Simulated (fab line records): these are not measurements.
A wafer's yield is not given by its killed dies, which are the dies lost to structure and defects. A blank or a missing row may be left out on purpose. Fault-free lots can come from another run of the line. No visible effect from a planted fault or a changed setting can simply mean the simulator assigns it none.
Chamber matching | flow sky130 | SKY_VIA1_CMP_02 on cmp-02: 4 sister chambers
The step polishes SiO2. 20 wafers are shown with their chamber, then 10 later ones without.

## EACH WAFER AND ITS CHAMBER
wafer  | chamber | motor current A (A) | retaining ring pressure frac
L074.2 | 0       | 10.7                | 1.003
L074.3 | 3       | 10.4                | 0.995
L074.4 | 2       | 11.3                | 0.999
L075.3 | 2       | 10.8                | 1.005
L075.4 | 1       | 12.1                | 0.999
L075.6 | 0       | 9.9                 | 0.992
L076.2 | 3       | 11.8                | 0.999
L076.5 | 3       | 11.5                | 1.004
L076.6 | 0       | 10.4                | 0.998
L078.1 | 3       | 11.4                | 1.006
L078.4 | 0       | 10.8                | 0.997
L078.5 | 1       | 11.6                | 1.008
L079.1 | 2       | 11.4                | 0.998
L079.5 | 0       | 10.3                | 0.999
L079.6 | 3       | 11.9                | 0.991
L081.1 | 2       | 10.9                | 0.999
L081.4 | 0       | 10.5                | 0.999
L081.6 | 2       | 10.4                | 0.995
L082.1 | 3       | 12.0                | 0.997
L082.2 | 1       | 11.4                | 1.001

SIGNATURES, as means of the wafers listed above
reading                      | chamber 0 | chamber 1 | chamber 2 | chamber 3 | scatter within a chamber
motor current A              | 10.433    | 11.700    | 10.960    | 11.500    | 0.443
retaining ring pressure frac | 0.99800   | 1.00267   | 0.99920   | 0.99867   | 0.00446
Rule: distance of a wafer from a chamber = root of the sum over the readings of ((wafer's reading minus chamber's mean) / reading's scatter) squared. If the next closest chamber is less than 2 further off than the closest, the wafer can't be placed; otherwise it belongs to the closest. The scatter: take each reading less its chamber's mean, square it, sum over the shown wafers, divide by the number of wafers less the number of chambers, and take the root.

## WAFERS WITH NO CHAMBER GIVEN
wafer  | motor current A (A) | retaining ring pressure frac
L082.6 | 10.5                | 0.993
L084.2 | 10.8                | 0.995
L084.3 | 11.5                | 1.004
L084.4 | 11.6                | 0.996
L092.1 | 10.7                | 1.005
L092.2 | 11.2                | 1.000
L092.6 | 11.6                | 0.999
L097.1 | 12.0                | 0.994
L097.2 | 11.1                | 1.004
L097.4 | 10.2                | 0.991

## THE CHAMBER EACH PASSED THROUGH
wafer  | from the rows above               | in truth
L082.6 | can't be placed: 0 or 2 or 3      | 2
L084.2 | can't be placed: 2 or 0 or 3 or 1 | 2
L084.3 | can't be placed: 1 or 3 or 2      | 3
L084.4 | can't be placed: 3 or 1 or 2      | 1
L092.1 | can't be placed: 2 or 0 or 3 or 1 | 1
L092.2 | can't be placed: 2 or 3 or 1 or 0 | 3
L092.6 | can't be placed: 3 or 1 or 2      | 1
L097.1 | can't be placed: 3 or 1 or 2      | 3
L097.2 | can't be placed: 2 or 1 or 3 or 0 | 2
L097.4 | can't be placed: 0 or 2 or 3      | 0
Correctly placed: 0 of 10. Can't be placed from these rows: 10 (the true chamber is among the candidates in 10). Placed wrongly: 0.
